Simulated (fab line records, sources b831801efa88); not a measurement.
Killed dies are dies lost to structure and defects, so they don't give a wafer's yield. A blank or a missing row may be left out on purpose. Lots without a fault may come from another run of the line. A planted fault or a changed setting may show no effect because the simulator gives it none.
Problem report in the 8D (eight disciplines) form, filled by code | flow gf180mcu | the parts of the form that need people (team, actions taken, sign-off) are left out

1. THE PROBLEM
CONTACT_CVD_00_THK at GF_CONTACT_THK_MEAS_01 reads a mean of 240 nm on 9 wafers of 3 lots; wafers without a fault read 299 nm with a standard deviation of 4. That is -15 standard deviations from the usual mean.
First seen on wafer L961.1, day 19 11:48, on film_metro-04. The record holds 39 wafers of 13 lots with a number at this step. Rule for "out", or "out of limits": more than 4 standard deviations from the usual mean. The other wafers with a number count as sound.

2. WHAT IT IS AND WHAT IT IS NOT
question                    | is                                          | is not
which readings at this step | CONTACT_CVD_00_THK                          | -
which lots                  | L961, L962, L963                            | L953, L954, L955, L956, L958, L967, L970, L971, L972, L973
which wafers of those lots  | all that have a number                      | -
read on which gauges        | film_metro-01, film_metro-02, film_metro-04 | -
when                        | from day 19 11:48                           | up to then (15 sound wafers); but 15 sound wafers of L967, L970, L971, L972, L973 came after

3. SUSPECTS, AND WHAT RULES EACH OUT
Counting: a tool at a process step up to the reading stays a suspect if it ran every lot that is out and no sound lot after the first of them.
- the gauge at GF_CONTACT_THK_MEAS_01: ruled out. The wafers that are out were read on 3 gauges (film_metro-01, film_metro-02, film_metro-04).
- hdpcvd-02 at GF_CONTACT_CVD_00 (deposits SiO2, target thk 300 nm, time 50 s): ruled out as a lasting fault. Sound lots L971, L972, L973 ran on it after its first lot that is out, L961 (day 19 11:46).
Left after counting: nothing in the record.

4. THE CAUSE (what the simulator had put in)
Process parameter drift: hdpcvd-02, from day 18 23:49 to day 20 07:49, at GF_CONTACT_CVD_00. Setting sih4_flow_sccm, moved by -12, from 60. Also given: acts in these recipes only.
Counting ruled it out, wrongly: the rule takes a fault to strike every lot that its tool runs from its start on, and this one did not.

5. THE CHAIN OF EFFECTS, in route order
Each row: a reading whose mean over the struck wafers that have a number lies more than 3 standard deviations from the usual. Only readings for which the record gives a usual standard deviation are gone through. hours: the time from each lot's start at the first step in this table that gives one to its start at this step, as a median over the lots. sigmas: the change in usual standard deviations.
hours | step                   | reading            | usual      | on struck wafers | change | sigmas
0     | GF_CONTACT_CVD_00      | sih4_flow_sccm     | 60.00 sccm | 47.99            | -12.01 | -67
0     | GF_CONTACT_THK_MEAS_01 | CONTACT_CVD_00_THK | 299 nm     | 240              | -59    | -15
-     | GF_CONTACT_ETCH_17     | oes_product_au     | 0.815 a.u. | 0.782            | -0.033 | -6.9
The process steps in it:
- GF_CONTACT_CVD_00: deposits SiO2, target thk 300 nm, time 50 s.
- GF_CONTACT_ETCH_17: etches SiO2 in C4F8/O2/Ar, stops on CoSi2, target depth 860 nm.
Later measuring or inspecting steps at which every struck wafer that the step has a row for has a number for every such reading, and none has moved that far: GF_V2_THK_MEAS_03, GF_V2_OVL_MEAS_15.

6. WHAT WOULD HAVE CAUGHT IT SOONER
In this record the first reading out of limits at a measuring or inspecting step was taken at day 19 11:48, 12 hours after the fault began at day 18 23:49.
The tool's own readings at GF_CONTACT_CVD_00 were out on every struck wafer that the step has a row for (sih4_flow_sccm): an alarm limit on them would have fired on the first of those.
